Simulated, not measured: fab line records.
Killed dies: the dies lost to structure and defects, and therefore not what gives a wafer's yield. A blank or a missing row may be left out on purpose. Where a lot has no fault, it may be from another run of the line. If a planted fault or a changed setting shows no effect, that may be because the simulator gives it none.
Problem report in the 8D (eight disciplines) form, filled by code :: flow sky130 :: the parts of the form that need people (team, actions taken, sign-off) are left out

1. THE PROBLEM
spin-speed-rpm at SKY_LI_CONTACT_COAT_07 reads a mean of 3116.7 rpm on 6 wafers of 2 lots; wafers without a fault read 3000.2 rpm with a standard deviation of 2.1. Measured from the usual mean, that is +55 standard deviations.
The step: resist thk 450 nm.
Earliest sighting: wafer L157.1 on litho-track-04 at day 34 18:00. The record has a number at this step for 36 wafers belonging to 12 lots. The rule behind "out" and "out of limits": a value lying over 4 standard deviations away from the usual mean. The rest of the wafers with a number are treated as sound.

2. WHAT IT IS, WHAT IT ISN'T
question: which readings at this step
is: spin-speed-rpm
is not: -

question: which lots
is: L157, L158
is not: L138, L139, L140, L141, L142, L144, L145, L148, L149, L161

question: which wafers of those lots
is: all that have a number
is not: -

question: read on which tools
is: litho-track-04
is not: litho-track-01, litho-track-03

question: when
is: from day 34 18:00
is not: up to then (27 sound wafers); but 3 sound wafers of L161 came after

3. THE SUSPECTS, EACH WITH WHAT RULES IT OUT
Counting: a tool at any process step up to the reading remains a suspect when it ran all the lots that are out and ran no sound lot after the first of those.
- litho-track-04 at SKY_LI_CONTACT_COAT_07 (resist thk 450 nm): kept. All lots that are out passed through it, beginning with L157 at day 34 18:00, and no sound lot followed; its final sound lot before that point was L149 at day 32 13:00. Its own spin-speed-rpm readings are out on those wafers.
Left after counting: litho-track-04 at SKY_LI_CONTACT_COAT_07.

4. THE CAUSE (what the simulator had put in)
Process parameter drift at SKY_LI_CONTACT_COAT_07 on litho-track-04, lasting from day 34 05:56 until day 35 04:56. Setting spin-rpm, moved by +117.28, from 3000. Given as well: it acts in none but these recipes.
After counting, this tool was the only one left.

5. THE CHAIN OF EFFECTS, in route order
Each row: a reading where the mean over the struck wafers with a number is more than 3 standard deviations away from the usual. Only readings for which the record gives a usual standard deviation are gone through. hours: the time from each lot's start at the first step in this table that gives one to its start at this step, as a median over the lots. sigmas: the change in usual standard deviations.
hours: 0
step: SKY_LI_CONTACT_COAT_07
reading: spin-speed-rpm
usual: 3000.2 rpm
on struck wafers: 3116.7
change: +116.5
sigmas: +55

hours: 14
step: SKY_LI_CONTACT_STRIP_16
reading: strip-time-to-endpoint-s
usual: 3.491 s
on struck wafers: 3.390
change: -0.101
sigmas: -3.8
It contains these process steps:
- SKY_LI_CONTACT_COAT_07: resist thk 450 nm.
- SKY_LI_CONTACT_STRIP_16: strips in O2/N2.
Later measuring or inspecting steps at which every struck wafer that the step has a row for has a number for every such reading, and none has moved that far: SKY_LOCAL_INTERCONNECT_THK_MEAS_02, SKY_METAL1_THK_MEAS_06.

6. WHAT WOULD HAVE CAUGHT IT SOONER
In this record the first reading out of limits was taken at day 34 18:00, 12 hours after the fault began at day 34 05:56.
